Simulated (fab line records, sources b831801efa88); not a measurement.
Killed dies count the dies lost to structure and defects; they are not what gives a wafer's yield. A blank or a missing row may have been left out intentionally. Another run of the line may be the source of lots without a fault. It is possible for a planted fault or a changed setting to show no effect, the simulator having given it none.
Problem report in the 8D (eight disciplines) form, filled by code || flow sky130 || the parts of the form that need people (team, actions taken, sign-off) are left out

## 1. PROBLEM STATEMENT
Wafers free of any fault read 209 (standard deviation 3.2) for VT_ADJUST_HVTR_TW at SKY_VT_ADJUST_HVTR_TW_MEAS_11, against a mean of 192 on 6 wafers of 2 lots. That puts it -5.3 standard deviations away from the usual mean.
The first sign was on wafer L766.2 at day 13 19:29, on film metro-04. Wafers with a number at this step in the record: 36, from 12 lots. Rule for "out", or "out of limits": more than 4 standard deviations from the usual mean. The other wafers with a number count as sound.

## 2. WHAT IT IS AND WHAT IT IS NOT
{"question": "which readings at this step", "is": "VT_ADJUST_HVTR_TW", "is not": "-"}
{"question": "which lots", "is": "L766, L769", "is not": "L752, L754, L755, L756, L758, L759, L761, L772, L774, L775"}
{"question": "which wafers of those lots", "is": "all that have a number", "is not": "-"}
{"question": "read on which gauges", "is": "film metro-04", "is not": "film metro-01, film metro-02"}
{"question": "when", "is": "from day 13 19:29", "is not": "up to then (21 sound wafers); but 9 sound wafers of L772, L774, L775 came after"}

## 3. WHAT RULES OUT EACH SUSPECT
Counting: any tool at a process step up to the reading is kept as a suspect provided that every lot that is out went through it and no sound lot did after the first of them.
- the gauge at SKY_VT_ADJUST_HVTR_TW_MEAS_11: ruled out. All the wafers that are out were read on film metro-04, but those of them that SKY_VT_ADJUST_HVTR_IMPLANT_09 has rows for are out there too, on other tools.
- plasma asher-02 at SKY_VT_ADJUST_HVTP_STRIP_10 (strips in O2/N2): ruled out as a lasting fault. Following L766 (day 9 17:55), the first lot on it that is out, the sound lots L774 were run on it.
- implanter-04 at SKY_VT_ADJUST_HVTR_IMPLANT_09: kept. All lots that are out passed through it, beginning with L766 at day 13 19:16, and no sound lot followed; its final sound lot before that point was L761 at day 12 10:50. Its own dose ions cm2, faraday current uA readings are out on those wafers.
Left after counting: implanter-04 at SKY_VT_ADJUST_HVTR_IMPLANT_09.

## 4. THE CAUSE (what the simulator had put in)
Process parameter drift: implanter-04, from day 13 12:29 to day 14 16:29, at SKY_VT_ADJUST_HVTR_IMPLANT_09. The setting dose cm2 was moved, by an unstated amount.
The count eliminated every tool but this one.

## 5. THE CHAIN OF EFFECTS, in route order
One row per reading whose mean, taken over the struck wafers that have a number, lies over 3 standard deviations from the usual. Readings are gone through only where the record gives a usual standard deviation; hours: the median, over the lots, of the time from a lot's start at the first step in this table giving one to that lot's start at this step; sigmas: the change measured in usual standard deviations.
{"hours": 0, "step": "SKY_VT_ADJUST_HVTR_IMPLANT_09", "reading": "dose ions cm2", "usual": 2.1002e+12, "on struck wafers": 1.4442e+12, "change": -6.5603e+11, "sigmas": "-99 or more"}
{"hours": 0, "step": "SKY_VT_ADJUST_HVTR_IMPLANT_09", "reading": "faraday current uA", "usual": 11.85, "on struck wafers": 8.12, "change": -3.73, "sigmas": -16}
{"hours": 0, "step": "SKY_VT_ADJUST_HVTR_TW_MEAS_11", "reading": "VT_ADJUST_HVTR_TW", "usual": 209, "on struck wafers": 192, "change": -17, "sigmas": -5.3}
Its process steps:
- SKY_VT_ADJUST_HVTR_IMPLANT_09
At these later measuring or inspecting steps, every struck wafer for which the step has a row has a number for every such reading, and none has moved that far: SKY_SONOS_ONO_THK_MEAS_03, SKY_SONOS_ONO_CD_MEAS_13.

## 6. WHAT WOULD HAVE CAUGHT IT SOONER
In this record the first reading out of limits at a measuring or inspecting step was taken at day 13 19:29, 7 hours after the fault began at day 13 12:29.
Tool's own readings at SKY_VT_ADJUST_HVTR_IMPLANT_09, dose ions cm2, faraday current uA: out on all struck wafers the step has rows for; an alarm limit on them would have tripped on the first.
Of the lots that are out (2), L769 began SKY_VT_ADJUST_HVTR_IMPLANT_09 on implanter-04 after day 13 19:29. Holding the tool at that time would have saved it.
